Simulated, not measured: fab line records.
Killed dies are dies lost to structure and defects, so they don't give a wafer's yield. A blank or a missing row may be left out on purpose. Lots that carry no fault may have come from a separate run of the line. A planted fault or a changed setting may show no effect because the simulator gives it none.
What tool caused it? / flow gf180mcu / Sampling: 12 lots, 36 wafers, 4 of 602 route steps

## WHAT EACH GAUGE READ, for each wafer
GF_M4_CD_MEAS_14: the cd target is 280 nm.
lot=L786; measured=day 23 06:46; on=cd sem-02; cd nm (nm)=281.5 281.7 281.5
lot=L789; measured=day 24 11:37; on=cd sem-02; cd nm (nm)=280.8 279.0 280.9
lot=L792; measured=day 25 11:33; on=cd sem-01; cd nm (nm)=280.7 280.5 281.4
lot=L793; measured=day 25 21:33; on=cd sem-01; cd nm (nm)=278.7 279.0 279.4
lot=L794; measured=day 26 08:14; on=cd sem-01; cd nm (nm)=282.1 283.4 282.7
lot=L795; measured=day 26 15:11; on=cd sem-02; cd nm (nm)=280.4 280.7 280.4
lot=L796; measured=day 26 20:33; on=cd sem-01; cd nm (nm)=280.1 281.1 280.2
lot=L797; measured=day 27 02:11; on=cd sem-02; cd nm (nm)=279.3 280.1 279.1
lot=L802; measured=day 28 14:35; on=cd sem-02; cd nm (nm)=280.4 280.2 287.2
lot=L805; measured=day 29 08:00; on=cd sem-01; cd nm (nm)=280.2 279.9 281.0
lot=L807; measured=day 30 00:03; on=cd sem-02; cd nm (nm)=280.2 280.7 280.3
lot=L808; measured=day 30 03:44; on=cd sem-02; cd nm (nm)=279.3 280.4 280.5

## TOOL THAT RAN EACH LOT (tool first, then ch and the chambers of the sampled wafers, then the start)
lot=L786; GF_V3_ETCH_16=rie diel-04 ch 0,2, day 22 06:49; GF_V3_ETCH_17=rie diel-04 ch 0,2, day 23 06:26 or earlier; GF_M4_PEB_12=litho track-01 ch 0, day 23 06:26
lot=L789; GF_V3_ETCH_16=rie diel-03 ch 0,3, day 23 11:43; GF_V3_ETCH_17=rie diel-03 ch 0,3, day 24 11:16 or earlier; GF_M4_PEB_12=litho track-04 ch 0, day 24 11:16
lot=L792; GF_V3_ETCH_16=rie diel-02 ch 0,1,3, day 24 13:06; GF_V3_ETCH_17=rie diel-02 ch 0,1,3, day 25 11:12 or earlier; GF_M4_PEB_12=litho track-03 ch 0, day 25 11:12
lot=L793; GF_V3_ETCH_16=rie diel-02 ch 1,2,3, day 24 23:22; GF_V3_ETCH_17=rie diel-02 ch 1,2,3, day 25 21:12 or earlier; GF_M4_PEB_12=litho track-01 ch 0, day 25 21:12
lot=L794; GF_V3_ETCH_16=rie diel-04 ch 1,2, day 25 09:52; GF_V3_ETCH_17=rie diel-04 ch 1,2, day 26 07:55 or earlier; GF_M4_PEB_12=litho track-01 ch 0, day 26 07:55
lot=L795; GF_V3_ETCH_16=rie diel-02 ch 0,1,2, day 25 16:21; GF_V3_ETCH_17=rie diel-02 ch 0,1,2, day 26 14:50 or earlier; GF_M4_PEB_12=litho track-04 ch 0, day 26 14:50
lot=L796; GF_V3_ETCH_16=rie diel-03 ch 0,1,2, day 25 22:28; GF_V3_ETCH_17=rie diel-03 ch 0,1,2, day 26 20:12 or earlier; GF_M4_PEB_12=litho track-01 ch 0, day 26 20:12
lot=L797; GF_V3_ETCH_16=rie diel-03 ch 0,1,3, day 26 03:34; GF_V3_ETCH_17=rie diel-03 ch 0,1,3, day 27 01:52 or earlier; GF_M4_PEB_12=litho track-03 ch 0, day 27 01:52
lot=L802; GF_V3_ETCH_16=rie diel-04 ch 2,3, day 27 17:03; GF_V3_ETCH_17=rie diel-04 ch 2,3, day 28 14:13 or earlier; GF_M4_PEB_12=litho track-04 ch 0, day 28 14:13
lot=L805; GF_V3_ETCH_16=rie diel-02 ch 0,2, day 28 12:10; GF_V3_ETCH_17=rie diel-02 ch 0,2, day 29 07:39 or earlier; GF_M4_PEB_12=litho track-01 ch 0, day 29 07:39
lot=L807; GF_V3_ETCH_16=rie diel-02 ch 2,3, day 29 03:46; GF_V3_ETCH_17=rie diel-02 ch 2,3, day 29 23:42 or earlier; GF_M4_PEB_12=litho track-03 ch 0, day 29 23:42
lot=L808; GF_V3_ETCH_16=rie diel-04 ch 0,1, day 29 07:39; GF_V3_ETCH_17=rie diel-04 ch 0,1, day 30 03:25 or earlier; GF_M4_PEB_12=litho track-01 ch 0, day 30 03:25
- GF_V3_ETCH_16: etches BARC in N2/H2.
- GF_V3_ETCH_17: etches SiO2 in C4F8/O2/Ar, stops on TiN, target depth 635 nm.
- GF_M4_PEB_12: peb time 90 s.

## AS READ BY THE TOOLS THEMSELVES (means over the sampled wafers that have a number; for cases with no such wafer, the mark the record gives instead)
GF_V3_ETCH_16.
lot=L786; tool=rie diel-04; drypump motor current A (A)=5.3; oes product au (a.u.)=0.849; throttle valve pct (%)=13.230
lot=L789; tool=rie diel-03; drypump motor current A (A)=5.9; oes product au (a.u.)=0.850; throttle valve pct (%)=13.230
lot=L792; tool=rie diel-02; drypump motor current A (A)=5.6; oes product au (a.u.)=0.858; throttle valve pct (%)=13.231
lot=L793; tool=rie diel-02; drypump motor current A (A)=5.4; oes product au (a.u.)=0.853; throttle valve pct (%)=13.223
lot=L794; tool=rie diel-04; drypump motor current A (A)=5.5; oes product au (a.u.)=0.853; throttle valve pct (%)=13.224
lot=L795; tool=rie diel-02; drypump motor current A (A)=5.5; oes product au (a.u.)=0.857; throttle valve pct (%)=13.216
lot=L796; tool=rie diel-03; drypump motor current A (A)=5.7; oes product au (a.u.)=0.854; throttle valve pct (%)=13.224
lot=L797; tool=rie diel-03; drypump motor current A (A)=5.7; oes product au (a.u.)=0.861; throttle valve pct (%)=13.229
lot=L802; tool=rie diel-04; drypump motor current A (A)=5.4; oes product au (a.u.)=0.856; throttle valve pct (%)=13.232
lot=L805; tool=rie diel-02; drypump motor current A (A)=5.3; oes product au (a.u.)=0.863; throttle valve pct (%)=13.224
lot=L807; tool=rie diel-02; drypump motor current A (A)=5.2; oes product au (a.u.)=0.855; throttle valve pct (%)=13.225
lot=L808; tool=rie diel-04; drypump motor current A (A)=5.3; oes product au (a.u.)=0.853; throttle valve pct (%)=13.219

GF_V3_ETCH_17.
lot=L786; tool=rie diel-04; oes product au (a.u.)=0.854
lot=L789; tool=rie diel-03; oes product au (a.u.)=0.856
lot=L792; tool=rie diel-02; oes product au (a.u.)=0.853
lot=L793; tool=rie diel-02; oes product au (a.u.)=0.855
lot=L794; tool=rie diel-04; oes product au (a.u.)=0.856
lot=L795; tool=rie diel-02; oes product au (a.u.)=0.853
lot=L796; tool=rie diel-03; oes product au (a.u.)=0.857
lot=L797; tool=rie diel-03; oes product au (a.u.)=0.857
lot=L802; tool=rie diel-04; oes product au (a.u.)=0.854
lot=L805; tool=rie diel-02; oes product au (a.u.)=0.857
lot=L807; tool=rie diel-02; oes product au (a.u.)=0.854
lot=L808; tool=rie diel-04; oes product au (a.u.)=0.853

GF_M4_PEB_12.
lot=L786; tool=litho track-01; chill plate temp C (C)=22.96; heater power total W (W)=85.69
lot=L789; tool=litho track-04; chill plate temp C (C)=22.97; heater power total W (W)=85.63
lot=L792; tool=litho track-03; chill plate temp C (C)=23.07; heater power total W (W)=85.65
lot=L793; tool=litho track-01; chill plate temp C (C)=23.11; heater power total W (W)=85.73
lot=L794; tool=litho track-01; chill plate temp C (C)=23.09; heater power total W (W)=85.64
lot=L795; tool=litho track-04; chill plate temp C (C)=22.83; heater power total W (W)=85.68
lot=L796; tool=litho track-01; chill plate temp C (C)=22.95; heater power total W (W)=85.66
lot=L797; tool=litho track-03; chill plate temp C (C)=23.03; heater power total W (W)=85.73
lot=L802; tool=litho track-04; chill plate temp C (C)=23.13; heater power total W (W)=88.18
lot=L805; tool=litho track-01; chill plate temp C (C)=23.09; heater power total W (W)=85.70
lot=L807; tool=litho track-03; chill plate temp C (C)=22.96; heater power total W (W)=85.65
lot=L808; tool=litho track-01; chill plate temp C (C)=22.96; heater power total W (W)=85.64

## THE ANSWER, worked out from the rows above alone
Rule: what is usual is taken from the lots themselves. Put in order of their means at a reading, lots are off if they are a third of the lots or fewer, leave a main group of 4 or more, and stand apart from it by a gap of 3 or more times the standard deviation of the main group's means; of several such gaps the widest counts. A main group is skipped when, at the precision printed for the reading in the tables above, its means are all equal. A lot without any number at a reading at which 4 lots or more have one is off too. The other lots that the step has rows for count as sound. The gauges are gone through in route order, then the tools' own readings, and for those a lot's mean is taken as printed above. At the first step where some lot is off, the reading lying furthest off is the one used; lots without a number count as furthest.
Off at GF_M4_PEB_12 (heater power total W): L802. The main group: mean 85.67 W, standard deviation 0.034.
A tool fits if, at that step or a process step before it, it ran every lot that is off, and no sound lot after the first of them. With no start given for some of its lots, GF_V3_ETCH_17 uses the hours and lot order of GF_M4_PEB_12. One fits: litho track-04 at GF_M4_PEB_12. A fault onset in the window from L795 (day 26 14:50, its last sound lot) to L802 (day 28 14:13, its first lot off) fits.
The tool's own readings at GF_M4_PEB_12 bear it out: on the lots that are off they differ by more than 5 times the standard deviation of the sound lots' means. heater power total W reads 88.18 W there against 85.67 W on the sound lots.

## WHAT THE SIMULATOR PUT IN
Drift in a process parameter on litho track-04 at GF_M4_PEB_12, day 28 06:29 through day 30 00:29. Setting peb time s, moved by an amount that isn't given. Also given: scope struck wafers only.
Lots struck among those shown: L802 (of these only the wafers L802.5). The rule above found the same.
